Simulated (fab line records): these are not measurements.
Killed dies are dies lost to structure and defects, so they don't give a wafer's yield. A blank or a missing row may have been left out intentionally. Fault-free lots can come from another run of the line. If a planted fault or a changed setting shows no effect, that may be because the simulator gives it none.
A single fault, viewed from 2 desks	flow sky130	each desk holds nothing but its own numbers, with what lay behind them at the end

AT THE METROLOGY DESK
What the gauges read for every lot (on any tool): the sampled wafers with a number, averaged. The brackets show how far a lot's mean lies from the usual mean; more than 4 standard deviations puts the lot out of limits, marked OUT.
Columns: A = cdNm at SKY_POLY_GATE_CD_MEAS_22, usual 150.5 nm; B = LDD_N_OVL at SKY_LDD_N_OVL_MEAS_07, usual 0.2 nm
lot	first seen here	A	B
L744	day 17 01:06	149.0	-1.9
L751	day 19 11:20	150.7	0.1
L753	day 19 21:20	149.2	1.7
L759	day 22 04:43	150.9	2.3
L762	day 23 09:43	147.1	-1.8
L764	day 23 20:27	151.0	-3.1
This desk's verdict: no lot among the 6 shows anything out of limits.

AT THE TOOL OWNER'S DESK: implanter-01
SKY_LDD_N_IMPLANT_11, tool's own readings: per-lot mean of the sampled wafers with a number, covering each lot this tool ran. The brackets show how far a lot's mean lies from the usual mean; more than 4 standard deviations puts the lot out of limits, marked OUT.
Columns: A = doseIonsCm2 at SKY_LDD_N_IMPLANT_11, usual 7.501e+13; B = faradayCurrentUA at SKY_LDD_N_IMPLANT_11, usual 423
lot	first seen here	A	B
L751	day 20 18:35	7.497e+13	431
L759	day 23 10:46	6.322e+13 (-99 or more) OUT	356 (-8.0) OUT
L762	day 24 16:28	6.321e+13 (-99 or more) OUT	354 (-8.3) OUT
Finding of this desk: L759, L762 out of limits; the first was L759 at day 23 10:46, on doseIonsCm2 at SKY_LDD_N_IMPLANT_11. In limits: L751.

PUT TOGETHER
At day 23 10:46, on L759, L762, the tool owner's desk was in a position to raise an alarm.
From the metrology desk's view, nothing was out of limits.
The metrology desk has L759, L762 on record, within its limits.
Every lot named ran SKY_LDD_N_IMPLANT_11 on implanter-01.

WHAT HAD BEEN PUT IN BY THE SIMULATOR
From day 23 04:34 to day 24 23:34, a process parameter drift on implanter-01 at SKY_LDD_N_IMPLANT_11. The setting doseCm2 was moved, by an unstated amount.
Struck lots among those shown: L759, L762.
Each desk's first reading out of limits, in hours after the fault started: the tool owner's desk, 6.
